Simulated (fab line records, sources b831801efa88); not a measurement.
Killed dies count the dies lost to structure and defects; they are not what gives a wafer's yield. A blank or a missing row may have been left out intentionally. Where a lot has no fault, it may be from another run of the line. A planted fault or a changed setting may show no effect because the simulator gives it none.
Matching of chambers ; flow sky130 ; SKY_CONTACT_CMP_27 on cmp-01 has 4 sister chambers
The step polishes, stops on SiO2, t overpolish 15 s, target thk 0 nm. 4 wafers are shown with their chamber, then 9 later ones without.

## EACH WAFER AND ITS CHAMBER
wafer;chamber;motor_current_A (A)
L086.4;2;12.1
L091.1;0;11.9
L091.2;3;10.5
L091.4;1;9.8

## WAFERS WITH NO CHAMBER GIVEN
wafer;motor_current_A (A)
L093.2;10.6
L093.3;12.3
L093.4;13.1
L096.4;11.1
L096.5;11.6
L096.6;12.3
L097.1;11.3
L097.3;11.9
L097.4;10.2

## WHICH CHAMBER EACH ONE RAN IN
wafer;from the rows above;in truth
L093.2;can't be placed: 3 or 1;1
L093.3;can't be placed: 2 or 0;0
L093.4;can't be placed: 2 or 0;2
L096.4;can't be placed: 3 or 0 or 2 or 1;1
L096.5;can't be placed: 0 or 2 or 3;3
L096.6;can't be placed: 2 or 0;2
L097.1;can't be placed: 0 or 2 or 3 or 1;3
L097.3;can't be placed: 0 or 2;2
L097.4;can't be placed: 3 or 1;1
Placed correctly: 0 of 9. Cannot be placed on the basis of these rows: 9; the candidates contain the true chamber in 9. Placed wrongly: 0.
How it was worked out, from the rows above alone: a wafer's distance from a chamber is the root of the sum, over the readings, of the square of ((its reading less the chamber's mean) divided by the reading's scatter). If the next closest chamber is less than 2 further off than the closest, the wafer can't be placed; otherwise it belongs to the closest. For every chamber, the mean is computed from those of its wafers that are shown. The scatter: root of mean squared gap, hidden wafer to nearest shown wafer, with one shown wafer a chamber.
